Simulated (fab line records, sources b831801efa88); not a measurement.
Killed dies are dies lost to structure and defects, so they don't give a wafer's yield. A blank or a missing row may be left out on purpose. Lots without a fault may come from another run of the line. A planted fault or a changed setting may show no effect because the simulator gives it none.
Which tool did it? | flow gf180mcu | 13 lots, 39 wafers sampled, at 5 steps of a route of 602

WHAT THE GAUGES READ, wafer by wafer
GF_MVPSD_TW_MEAS_11.
lot  | measured     | on            | MVPSD_TW
L789 | day 5 00:20  | film_metro-02 | 553 553 552
L790 | day 5 06:26  | film_metro-03 | 545 548 548
L791 | day 5 12:07  | film_metro-04 | 557 559 557
L792 | day 5 16:56  | film_metro-04 | 555 559 558
L793 | day 6 01:08  | film_metro-04 | 560 563 562
L794 | day 6 04:02  | film_metro-04 | 564 564 564
L795 | day 6 10:59  | film_metro-02 | 550 551 554
L802 | day 8 05:25  | film_metro-04 | 576 576 578
L804 | day 9 03:54  | film_metro-04 | 576 575 575
L808 | day 10 01:06 | film_metro-02 | 556 552 555
L810 | day 10 09:50 | film_metro-02 | 552 554 556
L812 | day 10 18:14 | film_metro-04 | 561 561 559
L811 | day 10 20:39 | film_metro-02 | 554 551 555

GF_VT_IMPLANT_RS_MEAS_49: measures by four-point-probe.
lot  | measured     | on            | MVPSD_RS (ohm/sq)
L789 | day 7 10:58  | film_metro-04 | 1175 1172 1173
L790 | day 7 17:55  | film_metro-03 | 1175 1171 1173
L791 | day 8 00:37  | film_metro-04 | 1171 1170 1168
L792 | day 8 05:51  | film_metro-02 | 1166 1168 1163
L793 | day 8 15:16  | film_metro-02 | 1160 1163 1163
L794 | day 8 20:58  | film_metro-03 | 1161 1160 1163
L795 | day 9 04:26  | film_metro-02 | 1170 1168 1168
L802 | day 11 05:34 | film_metro-03 | 1060 1061 1061
L804 | day 12 03:43 | film_metro-03 | 1062 1065 1061
L808 | day 13 04:41 | film_metro-02 | 1167 1169 1165
L810 | day 13 14:16 | film_metro-03 | 1169 1165 1167
L812 | day 13 22:53 | film_metro-04 | 1169 1170 1169
L811 | day 14 02:16 | film_metro-04 | 1172 1176 1174

GF_V1_RS_MEAS_24: measures by four-point-probe.
lot  | measured     | on            | V1_W_RS (ohm/sq)
L789 | day 17 21:28 | film_metro-04 | 0.321 0.321 0.325
L790 | day 18 04:37 | film_metro-04 | 0.329 0.324 0.326
L791 | day 18 17:56 | film_metro-01 | 0.329 0.328 0.328
L792 | day 18 22:52 | film_metro-02 | 0.326 0.326 0.325
L793 | day 19 09:09 | film_metro-01 | 0.329 0.323 0.329
L794 | day 19 20:53 | film_metro-04 | 0.333 0.333 0.329
L795 | day 20 12:32 | film_metro-02 | 0.329 0.330 0.321
L802 | day 23 05:47 | film_metro-01 | 0.331 0.333 0.333
L804 | day 24 02:25 | film_metro-04 | 0.325 0.325 0.330
L808 | day 25 05:38 | film_metro-01 | 0.324 0.323 0.327
L810 | day 25 16:04 | film_metro-02 | 0.329 0.329 0.327
L812 | day 26 01:52 | film_metro-04 | 0.328 0.331 0.334
L811 | day 26 05:29 | film_metro-02 | 0.331 0.328 0.329

GF_M4_THK_MEAS_06: measures by xrf.
lot  | measured     | on            | M4_ALCU_THK (nm)
L789 | day 22 03:41 | film_metro-01 | 446 448 453
L790 | day 22 11:41 | film_metro-03 | 452 449 444
L791 | day 22 23:21 | film_metro-03 | 444 451 447
L792 | day 23 04:42 | film_metro-04 | 450 450 446
L793 | day 23 17:16 | film_metro-04 | 447 446 444
L794 | day 24 00:05 | film_metro-04 | 443 447 449
L795 | day 24 15:10 | film_metro-03 | 442 443 444
L802 | day 27 01:53 | film_metro-01 | 444 448 455
L804 | day 27 22:04 | film_metro-01 | 443 438 447
L808 | day 28 21:55 | film_metro-03 | 443 443 442
L810 | day 29 07:38 | film_metro-01 | 443 442 448
L812 | day 29 13:52 | film_metro-03 | 450 444 445
L811 | day 29 20:14 | film_metro-03 | 441 441 443

WHICH TOOL RAN EACH LOT (tool, then ch and the chambers of the sampled wafers, then the start)
lot  | GF_MVPSD_IMPLANT_09
L789 | implanter-02 ch 0, day 5 00:06
L790 | implanter-01 ch 0, day 5 06:13
L791 | implanter-03 ch 0, day 5 11:52
L792 | implanter-01 ch 0, day 5 16:41
L793 | implanter-01 ch 0, day 6 00:55
L794 | implanter-01 ch 0, day 6 03:47
L795 | implanter-03 ch 0, day 6 10:45
L802 | implanter-03 ch 0, day 8 05:10
L804 | implanter-03 ch 0, day 9 03:41
L808 | implanter-01 ch 0, day 10 00:53
L810 | implanter-02 ch 0, day 10 09:37
L812 | implanter-01 ch 0, day 10 18:00
L811 | implanter-02 ch 0, day 10 20:26
- GF_MVPSD_IMPLANT_09

WHAT THE TOOLS THEMSELVES READ (means of the sampled wafers that have a number; where no wafer has one, the mark that the record gives instead)
GF_MVPSD_IMPLANT_09.
lot  | tool         | dose_ions_cm2 | faraday_current_uA
L789 | implanter-02 | 5e+12         | 27.8
L790 | implanter-01 | 5e+12         | 28.4
L791 | implanter-03 | 5e+12         | 27.9
L792 | implanter-01 | 5e+12         | 28.1
L793 | implanter-01 | 5e+12         | 28.4
L794 | implanter-01 | 5e+12         | 28.5
L795 | implanter-03 | 5e+12         | 28.6
L802 | implanter-03 | 8e+12         | 45.0
L804 | implanter-03 | 8e+12         | 45.4
L808 | implanter-01 | 5e+12         | 28.0
L810 | implanter-02 | 5e+12         | 28.1
L812 | implanter-01 | 5e+12         | 27.8
L811 | implanter-02 | 5e+12         | 27.8

THE ANSWER, worked out from the rows above alone
Rule: what is usual is taken from the lots themselves. Put in order of their means at a reading, lots are off if they are a third of the lots or fewer, leave a main group of 4 or more, and stand apart from it by a gap of 3 or more times the standard deviation of the main group's means; of several such gaps the widest counts. A main group whose means are all the same, to the digits that the tables above print for the reading, isn't used. A lot without any number at a reading at which 4 lots or more have one is off too. The other lots that the step has rows for count as sound. The gauges are gone through in route order, then the tools' own readings, and for those a lot's mean is taken as printed above. The first step at which some lot is off is used, and at that step the reading that is off furthest; a lot without a number counts as furthest.
Off: L802, L804, at GF_VT_IMPLANT_RS_MEAS_49 (MVPSD_RS). The main group: mean 1168 ohm/sq, standard deviation 4.1.
A tool fits if, at a process step before that reading, it ran every lot that is off, and no sound lot after the first of them. The gauges at GF_VT_IMPLANT_RS_MEAS_49 aren't tried: what is off there is off at GF_MVPSD_IMPLANT_09 too, on other tools, and a gauge's error can't cause that. One fits: implanter-03 at GF_MVPSD_IMPLANT_09. Its last sound lot is L795 (day 6 10:45), its first lot that is off L802 (day 8 05:10): a fault that began between those two fits.
The tool's own readings at GF_MVPSD_IMPLANT_09 bear it out: on the lots that are off they differ by more than 5 times the standard deviation of the sound lots' means. dose_ions_cm2 reads 8e+12 there against 5e+12 on the sound lots; faraday_current_uA reads 45.2 there against 28.1 on the sound lots.

WHAT THE SIMULATOR HAD PUT IN
Process parameter drift: implanter-03, from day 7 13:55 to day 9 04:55, at GF_MVPSD_IMPLANT_09. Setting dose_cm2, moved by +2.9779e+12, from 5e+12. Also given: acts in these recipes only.
Lots struck among those shown: L802, L804. The rule above found the same.
